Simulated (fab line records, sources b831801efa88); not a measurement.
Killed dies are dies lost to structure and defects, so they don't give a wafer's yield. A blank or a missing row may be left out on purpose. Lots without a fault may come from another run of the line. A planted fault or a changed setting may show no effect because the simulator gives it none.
fab line records | flow gf180mcu
record lots=13 wafers=39 last_day=34
route steps=602 shown STI@16 MVPSD@86 VT_IMPLANT@97 PSD@256
lots that met no fault: from a run of the same line without faults
start_h: hours from the record's first day to the start of the lot's first wafer shown | wait_h: hours since the lot's step before | " the same as in the row above | L1.1+2: a row that stands for several wafers | - no value, or no start given | * or withheld: withheld | < > ~ a bound
route shown NAME@n: a module of which the file shows steps, and the number in the route of the first | usual: mean/standard deviation of fault-free wafers | same: alike in all rows | chamber/n: place in a boat | sites: the reading at each site | _std_site: their standard deviation | _edge_site: outer sites' mean less inner sites' | radius_mm: how far each site lies from the wafer's centre | mask NAME#n: copy n | behind: the tool/chamber that last shaped the wafer | hold: why the lot was held/for how many hours/how that ended | device: the transistor (n, p or np) that didn't switch | end of line: the same wafers' tests at the end of the route | a step without rows: its recipe alone | killed: dies lost to structure and defects at the first sort, not the wafer's yield | map: a wafer's dies, x killed, . not, _ none there
set.NAME: the setting as run; set.NAME@STEP: as run at that earlier step | model.NAME: the simulator's own value behind a step, which no gauge read
steps of the route over a sample of lots; a table a step, a row a wafer
services: from which hour (start_h, from the record's first day; less than 0 if before it) a tool's chamber was out of use, for how many hours, and why
## steps
# step GF_STI_STRIP_15
# recipe chemistry=O2/N2 power_w=1400 pressure_mtorr=1500 platen_temp_c=250 o2_flow_sccm=3000 n2_flow_sccm=300 overash_fraction=0.5
# usual drypump_motor_current_A=5.64/0.13 heater_power_w=320/35 n2_flow_sccm=299.8/0.82 oes_product_au=0.384/0.0048 strip_time_to_endpoint_s=3.716/0.029
# columns lot.wafer tool chamber start_h wait_h drypump_motor_current_A heater_power_w n2_flow_sccm oes_product_au rf_hours_counter_h strip_time_to_endpoint_s
L912.2 plasma_asher-02 0 29.69 0.0 5.64 326 300.2 0.383 23 3.705
L912.4 " 1 " " 5.76 286 301.8 0.378 - 3.752
L912.6 " 1 " " 5.78 284 300.6 0.388 - 3.711
L913.4 plasma_asher-01 1 32.91 0.1 5.58 362 299.2 0.397 - 3.715
L913.5 " 0 " " 5.68 301 300.2 0.391 - 3.729
L913.6 " 1 " " 5.58 375 299.3 0.384 - 3.720
L914.3 plasma_asher-03 1 36.63 0.1 5.43 353 300.2 0.384 - 3.743
L914.4 " 0 " " 5.76 298 299.7 0.381 - 3.758
L914.5 " 0 " " 5.75 292 298.8 0.392 - 3.703
L917.1 plasma_asher-02 0 53.09 0.0 5.65 318 300.0 0.390 26 3.723
L917.3 " 0 " " 5.64 321 300.0 0.380 - 3.692
L917.6 " 0 " " 5.62 326 299.6 0.387 - 3.744
L918.4 plasma_asher-03 0 57.33 0.1 5.75 287 299.4 0.385 - 3.719
L918.5 " 1 " " 5.41 350 299.7 0.380 - 3.731
L918.6 " 0 " " 5.76 288 299.5 0.380 - 3.693
L919.2 plasma_asher-01 0 62.15 0.0 5.73 293 300.2 0.388 40 3.699
L919.3 " 0 " " 5.69 298 301.4 0.392 - 3.704
L919.5 " 1 " " 5.59 374 299.8 0.387 - 3.738
L926.1 plasma_asher-03 0 97.19 0.0 5.75 283 300.8 0.385 44 3.655
L926.3 " 1 " " 5.45 349 301.6 0.384 - 3.743
L926.4 " 0 " " 5.75 279 300.1 0.381 - 3.678
L927.2 plasma_asher-01 1 103.85 0.0 5.59 380 298.8 0.386 45 3.679
L927.3 " 0 " " 5.72 302 300.6 0.381 - 3.683
L927.4 " 1 " " 5.59 376 299.4 0.383 - 3.731
L929.1 plasma_asher-03 0 113.85 0.0 5.75 296 299.6 0.390 46 3.721
L929.3 " 1 " " 5.43 349 299.4 0.378 - 3.693
L929.6 " 1 " " 5.45 349 301.1 0.382 - 3.746
L932.3 plasma_asher-03 1 128.61 0.1 5.42 352 300.0 0.391 - 3.768
L932.4 " 0 " " 5.74 288 299.1 0.387 - 3.742
L932.5 " 1 " " 5.42 346 299.7 0.387 - 3.720
L933.1 plasma_asher-01 1 133.10 0.0 5.57 391 299.6 0.379 2 3.739
L933.3 " 0 " " 5.72 290 301.2 0.386 - 3.714
L933.4 " 1 " " 5.57 380 300.0 0.383 - 3.682
L934.1 plasma_asher-03 0 138.60 0.0 5.76 291 298.7 0.388 48 3.706
L934.5 " 0 " " 5.75 291 299.4 0.394 - 3.718
L934.6 " 1 " " 5.43 348 299.1 0.380 - 3.701
L935.1 plasma_asher-03 1 143.43 0.0 5.43 353 300.1 0.388 49 3.766
L935.3 " 1 " " 5.42 354 299.1 0.391 - 3.741
L935.4 " 0 " " 5.74 293 300.3 0.381 - 3.731
# step GF_MVPSD_IMPLANT_08
# recipe species=B energy_kev=170 dose_cm2=1.5e+13 tilt_deg=0
# usual dose_ions_cm2=1.4997e+13/1.5e+10 faraday_current_uA=84.6/1.7
# same implant_ion_amu=11
# columns lot.wafer tool chamber start_h wait_h dose_ions_cm2 faraday_current_uA
L912.2 implanter-01 0 102.22 0.0 1.5009e+13 85.0
L912.4 " 0 " " 1.5021e+13 87.0
L912.6 " 0 " " 1.5018e+13 87.0
L913.4 implanter-03 0 105.02 0.1 1.5005e+13 82.4
L913.5 " 0 " " 1.5014e+13 85.2
L913.6 " 0 " " 1.5001e+13 85.1
L914.3 implanter-01 0 111.40 0.1 1.4994e+13 85.3
L914.4 " 0 " " 1.4981e+13 85.3
L914.5 " 0 " " 1.4989e+13 87.0
L917.1 implanter-04 0 126.85 0.0 1.5021e+13 85.5
L917.3 " 0 " " 1.5011e+13 84.9
L917.6 " 0 " " 1.5022e+13 84.0
L918.4 implanter-03 0 133.88 0.1 1.4201e+13 81.4
L918.5 " 0 " " 1.4219e+13 80.7
L918.6 " 0 " " 1.4205e+13 79.4
L919.2 implanter-03 0 136.70 0.0 1.423e+13 78.0
L919.3 " 0 " " 1.4232e+13 78.5
L919.5 " 0 " " 1.4212e+13 80.4
L926.1 implanter-01 0 179.90 0.0 1.4984e+13 83.5
L926.3 " 0 " " 1.4992e+13 87.1
L926.4 " 0 " " 1.501e+13 83.5
L927.2 implanter-04 0 186.65 0.0 1.4994e+13 85.5
L927.3 " 0 " " 1.4981e+13 88.2
L927.4 " 0 " " 1.4986e+13 83.5
L929.1 implanter-01 0 197.14 0.0 1.4989e+13 85.2
L929.3 " 0 " " 1.4995e+13 82.4
L929.6 " 0 " " 1.4989e+13 85.3
L932.3 implanter-01 0 216.13 0.1 1.5008e+13 83.8
L932.4 " 0 " " 1.4973e+13 86.0
L932.5 " 0 " " 1.5006e+13 82.5
L933.1 implanter-01 0 221.69 0.0 1.5005e+13 84.0
L933.3 " 0 " " 1.4998e+13 85.2
L933.4 " 0 " " 1.498e+13 81.6
L934.1 implanter-04 0 227.90 0.0 1.4981e+13 82.9
L934.5 " 0 " " 1.499e+13 85.2
L934.6 " 0 " " 1.4974e+13 83.3
L935.1 implanter-04 0 233.58 0.0 1.4972e+13 83.5
L935.3 " 0 " " 1.4991e+13 83.6
L935.4 " 0 " " 1.4974e+13 84.9
# step GF_VT_IMPLANT_OVL_MEAS_07
# usual VT_IMPLANT_OVL=-0.3/1.2
# columns lot.wafer tool chamber start_h wait_h VT_IMPLANT_OVL[nm]
L912.2 overlay-01 - 116.65 0.1 -0.4
L912.4 " - " " 0.5
L912.6 " - " " 0.0
L913.4 overlay-02 - 119.26 0.1 -1.5
L913.5 " - " " 0.1
L913.6 " - " " -1.8
L914.3 overlay-01 - 126.21 0.1 -0.5
L914.4 " - " " -0.4
L914.5 " - " " -1.3
L917.1 overlay-02 - 142.29 0.1 1.1
L917.3 " - " " 0.7
L917.6 " - " " 0.2
L918.4 overlay-01 - 149.67 0.1 -1.0
L918.5 " - " " -0.4
L918.6 " - " " -0.3
L919.2 overlay-01 - 151.81 0.1 2.7
L919.3 " - " " 1.5
L919.5 " - " " 3.6
L926.1 overlay-01 - 196.75 0.1 1.0
L926.3 " - " " -0.1
L926.4 " - " " -0.4
L927.2 overlay-02 - 203.78 0.1 1.4
L927.3 " - " " 1.2
L927.4 " - " " 1.1
L929.1 overlay-01 - 215.02 0.1 -1.7
L929.3 " - " " -1.0
L929.6 " - " " -1.7
L932.3 overlay-02 - 234.50 0.1 -0.6
L932.4 " - " " 0.2
L932.5 " - " " -2.3
L933.1 overlay-01 - 240.29 0.1 -1.2
L933.3 " - " " 1.1
L933.4 " - " " -0.9
L934.1 overlay-01 - 247.15 0.1 1.0
L934.5 " - " " -1.3
L934.6 " - " " 0.2
L935.1 overlay-02 - 252.44 0.1 -0.5
L935.3 " - " " -0.1
L935.4 " - " " 1.6
# step GF_VT_IMPLANT_RS_MEAS_49
# recipe thk_meas_gauge=four-point-probe
# usual MVPSD_RS=1168.6/3
# columns lot.wafer tool chamber start_h wait_h MVPSD_RS[ohm/sq]
L912.2 film_metro-03 - 163.17 0.1 1170.2
L912.4 " - " " 1174.1
L912.6 " - " " 1170.2
L913.4 film_metro-03 - 166.32 0.1 1172.1
L913.5 " - " " 1172.4
L913.6 " - " " 1174.3
L914.3 film_metro-01 - 174.09 0.1 1169.1
L914.4 " - " " 1164.7
L914.5 " - " " 1164.7
L917.1 film_metro-01 - 191.98 0.1 1169.9
L917.3 " - " " 1167.3
L917.6 " - " " 1170.8
L918.4 film_metro-03 - 200.32 0.1 1199.7
L918.5 " - " " 1201.5
L918.6 " - " " 1199.0
L919.2 film_metro-03 - 201.55 0.1 1198.1
L919.3 " - " " 1197.0
L919.5 " - " " 1196.6
L926.1 film_metro-01 - 252.33 0.1 1171.5
L926.3 " - " " 1165.0
L926.4 " - " " 1170.0
L927.2 film_metro-02 - 259.60 0.1 1164.6
L927.3 " - " " 1164.1
L927.4 " - " " 1169.7
L929.1 film_metro-01 - 272.58 0.1 1162.4
L929.3 " - " " 1161.9
L929.6 " - " " 1162.1
L932.3 film_metro-02 - 292.49 0.1 1167.4
L932.4 " - " " 1169.1
L932.5 " - " " 1168.1
L933.1 film_metro-02 - 299.91 0.1 1163.8
L933.3 " - " " 1168.1
L933.4 " - " " 1164.4
L934.1 film_metro-01 - 307.67 0.1 1165.0
L934.5 " - " " 1166.9
L934.6 " - " " 1167.7
L935.1 film_metro-02 - 311.50 0.1 1170.0
L935.3 " - " " 1176.9
L935.4 " - " " 1173.0
# step GF_PSD_OVL_MEAS_08
# usual PSD_OVL=-1.1/1.7
# columns lot.wafer tool chamber start_h wait_h PSD_OVL[nm]
L912.2 overlay-01 - 321.86 0.1 -2.8
L912.4 " - " " -2.5
L912.6 " - " " -3.0
L913.4 overlay-01 - 323.45 0.1 -3.2
L913.5 " - " " -1.2
L913.6 " - " " -1.3
L914.3 overlay-02 - 337.67 0.1 -4.0
L914.4 " - " " -2.7
L914.5 " - " " -4.6
L917.1 overlay-02 - 359.26 0.1 -2.7
L917.3 " - " " -2.2
L917.6 " - " " -1.7
L918.4 overlay-01 - 370.06 0.1 -2.0
L918.5 " - " " -4.2
L918.6 " - " " -2.7
L919.2 overlay-02 - 372.15 0.1 1.4
L919.3 " - " " 1.5
L919.5 " - " " 0.2
L926.1 overlay-02 - 437.16 0.1 -2.4
L926.3 " - " " -1.9
L926.4 " - " " -1.2
L927.2 overlay-01 - 448.31 0.1 0.3
L927.3 " - " " 0.2
L927.4 " - " " 0.5
L929.1 overlay-01 - 463.61 0.1 -1.5
L929.3 " - " " -0.7
L929.6 " - " " -0.2
L932.3 overlay-02 - 489.59 0.1 -2.0
L932.4 " - " " -3.2
L932.5 " - " " -1.8
L933.1 overlay-01 - 495.04 0.1 0.6
L933.3 " - " " 1.2
L933.4 " - " " 0.7
L934.1 overlay-01 - 502.98 0.1 -1.9
L934.5 " - " " -1.6
L934.6 " - " " -3.2
L935.1 overlay-01 - 514.33 0.1 -1.6
L935.3 " - " " -1.2
L935.4 " - " " -0.5
## services
# columns tool chamber start_h hours kind
implanter-03 - 6.28 2.8 pm
implanter-03 - 35.57 8.8 pm
implanter-01 - 53.95 2.3 repair
implanter-04 - 86.99 5.6 pm
implanter-04 - 93.47 28.8 repair
plasma_asher-02 - 97.22 6.8 repair
plasma_asher-01 - 108.75 9.0 pm
plasma_asher-01 0 108.75 9.0 vent_cycle
plasma_asher-01 1 108.75 9.0 vent_cycle
implanter-03 - 115.24 1.8 repair
plasma_asher-01 0 117.75 - clean
plasma_asher-01 1 117.75 - clean
implanter-04 - 118.42 1.2 repair
implanter-03 - 135.40 0.8 repair
implanter-03 - 144.76 2.1 repair
implanter-04 - 165.30 5.5 pm
implanter-04 - 171.21 5.6 repair
implanter-01 - 183.67 3.9 pm
implanter-04 - 189.08 9.9 repair
## key
first_sign step=GF_MVPSD_IMPLANT_08 reading=dose_ions_cm2 direction=down sigmas=51 usual=1.4997e+13 struck=1.4216e+13
effect step=GF_MVPSD_IMPLANT_08 reading=faraday_current_uA direction=down sigmas=2.8 usual=84.6 struck=79.7
effect step=GF_VT_IMPLANT_RS_MEAS_49 reading=MVPSD_RS direction=up sigmas=10 usual=1168.6 struck=1198.6
met_at GF_MVPSD_IMPLANT_08
struck_lots L918,L919
tester_left_out L918,L919
not_acting_at GF_STI_STRIP_15,GF_VT_IMPLANT_OVL_MEAS_07,GF_PSD_OVL_MEAS_08
onset_between 105.02 133.88
fault kind=process_parameter_drift tool=implanter-03 chamber=- onset_h=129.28 steps=GF_MVPSD_IMPLANT_08 channel=dose_cm2 offset=-7.7744e+11 shape=step end_h=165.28 acts_in=these_recipes_only stated=1.5e+13
# tester_left_out: of these lots the tester's yield and bins aren't shown, on N5 and GAA mostly nor the transistor test; their killed dies are dies lost to structure and defects alone, not to doping, threshold or leakage, so they don't give the yield
